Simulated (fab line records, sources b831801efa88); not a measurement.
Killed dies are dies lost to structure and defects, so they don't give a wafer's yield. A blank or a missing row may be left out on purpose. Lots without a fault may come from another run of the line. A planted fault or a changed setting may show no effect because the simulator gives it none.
Problem report in the 8D (eight disciplines) form, filled by code | flow gf180mcu | the parts of the form that need people (team, actions taken, sign-off) are left out

1. THE PROBLEM
oes_product_au at GF_HV_LDD_STRIP_37 reads a mean of 0.662 a.u. on 6 wafers of 2 lots; wafers without a fault read 0.716 a.u. with a standard deviation of 0.0046. That is -12 standard deviations from the usual mean.
The step: strips in O2/N2.
First seen on wafer L382.1, day 14 07:07, on plasma_asher-02. The record holds 39 wafers of 13 lots with a number at this step. Rule for "out", or "out of limits": more than 4 standard deviations from the usual mean. The other wafers with a number count as sound.

2. WHAT IT IS AND WHAT IT IS NOT
question                    | is                     | is not
which readings at this step | oes_product_au         | drypump_motor_current_A, heater_power_w, n2_flow_sccm, o2_flow_sccm, strip_time_to_endpoint_s
which lots                  | L382, L384             | L374, L377, L385, L387, L389, L391, L392, L394, L395, L396, L397
which wafers of those lots  | all that have a number | -
read on which tools         | plasma_asher-02        | plasma_asher-03, plasma_asher-04
when                        | from day 14 07:07      | up to then (6 sound wafers); but 27 sound wafers of L385, L387, L389, L391, L392, L394, L395, L396, L397 came after

3. SUSPECTS, AND WHAT RULES EACH OUT
Counting: a tool at a process step up to the reading stays a suspect if it ran every lot that is out and no sound lot after the first of them.
- plasma_asher-02 at GF_HV_LDD_STRIP_37 (strips in O2/N2): ruled out as a lasting fault. Sound lots L395, L396 ran on it after its first lot that is out, L382 (day 14 07:07).
Left after counting: nothing in the record.

4. THE CAUSE (what the simulator had put in)
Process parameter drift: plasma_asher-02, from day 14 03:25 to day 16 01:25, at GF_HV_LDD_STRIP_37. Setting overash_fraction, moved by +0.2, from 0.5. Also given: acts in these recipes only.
Counting ruled it out, wrongly.

5. THE CHAIN OF EFFECTS, in route order
Each row: a reading whose mean over the struck wafers that have a number lies more than 3 standard deviations from the usual. Only readings for which the record gives a usual standard deviation are gone through. hours: the time from each lot's start at the first step in this table that gives one to its start at this step, as a median over the lots. sigmas: the change in usual standard deviations.
hours | step               | reading        | usual      | on struck wafers | change | sigmas
0     | GF_HV_LDD_STRIP_37 | oes_product_au | 0.716 a.u. | 0.662            | -0.054 | -12
The process steps in it:
- GF_HV_LDD_STRIP_37: strips in O2/N2.
Later measuring or inspecting steps at which every struck wafer that the step has a row for has a number for every such reading, and none has moved that far: GF_SAB_CD_MEAS_09.

6. WHAT WOULD HAVE CAUGHT IT SOONER
In this record the first reading out of limits was taken at day 14 07:07, 4 hours after the fault began at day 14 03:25.
